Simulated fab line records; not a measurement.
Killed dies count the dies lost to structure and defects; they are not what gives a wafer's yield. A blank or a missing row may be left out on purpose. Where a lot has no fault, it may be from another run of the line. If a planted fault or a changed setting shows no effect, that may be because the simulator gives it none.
A struck lot beside a sound one / flow sky130 / 15 steps out of a route of 708
Sound: these wafers, L523.1, L523.3, L523.6. The struck wafers were L535.4, L535.5, L535.6. The cause comes at the end.
Per side, at each step with rows, come the tool, then ch with its chambers, and then its first start. Under that, the readings that differ: sound wafers / struck wafers / difference of the means / sigmas: that difference in standard deviations of wafers without a fault.
alike: same words and numbers on both sides, and readings whose means sit less than 2 such deviations apart. not compared: any withheld reading, any reading some wafer has no value for, any bound like >300 that may hide the same value, and any number with overlapping values for which the record gives no deviation.
A row with sigmas, a row that says differs or no value, or rows on one side alone: a step with any of these is where the two part. When numbers do not overlap yet have no deviation, they are printed without sigmas and do not part them. A reading that every wafer of one side lacks parts them only if that side has two wafers or more.

first, 4 steps without rows for these wafers: SKY_SD_P_SOFTBAKE_03 (time 60 s); SKY_SD_P_EXPOSE_04 (exposes mask PSDM, target cd 380 nm); SKY_SD_P_PEB_05; SKY_SD_P_DEVELOP_06 (develop time 60 s).
SKY_SD_P_CD_MEAS_07 targets a cd of 380 nm.
  sound on cdSem-01 at day 26 04:14; struck on cdSem-01 at day 30 02:14
reading=cdNm (nm); sound=376.6 375.6 376.9; struck=384.3 384.6 384.0; difference=+7.9; sigmas=+3
SKY_SD_P_OVL_MEAS_08:
  sound on overlay-02 at day 26 04:21; struck on overlay-02 at day 30 02:19
  alike: SD_P_OVL
then, 1 step without rows for these wafers: SKY_SD_P_IMPLANT_09.
SKY_SD_P_STRIP_10: strips in O2/N2.
  sound on plasmaAsher-03 ch 0,1, day 26 04:32; struck on plasmaAsher-03 ch 0,1, day 30 02:31
  alike: drypumpMotorCurrentA, n2FlowSccm, oesProductAu, stripTimeToEndpointS
  not compared: rfHoursCounterH
SKY_SD_P_TW_MEAS_11:
  sound on filmMetro-04 at day 26 04:38; struck on filmMetro-03 at day 30 02:37
  alike: SD_P_TW
then, 3 steps without rows for these wafers: SKY_RES_XHIGH_DEHYDRATE_00 (time 60 s); SKY_RES_XHIGH_HMDS_01 (prime time 60 s); SKY_RES_XHIGH_COAT_02 (resist thk 1140 nm).
SKY_RES_XHIGH_SOFTBAKE_03: time 60 s.
  sound on lithoTrack-03 ch 0, day 26 18:40; struck on lithoTrack-03 ch 0, day 30 14:39
reading=runLengthS (s); sound=89.42 89.42 89.24; struck=106.99 106.91 106.92; difference=+17.58; sigmas=+99 or more
  alike: exhaustPa, heaterPowerTotalW
then, 2 steps without rows for these wafers: SKY_RES_XHIGH_EXPOSE_04 (exposes mask URPM, target cd 1270 nm); SKY_PAD_OPEN_PROBE_99.

WHERE THEY PART
Last at SKY_RES_XHIGH_SOFTBAKE_03 as far as this record goes, first at SKY_SD_P_CD_MEAS_07.

WHY: the cause the simulator had injected
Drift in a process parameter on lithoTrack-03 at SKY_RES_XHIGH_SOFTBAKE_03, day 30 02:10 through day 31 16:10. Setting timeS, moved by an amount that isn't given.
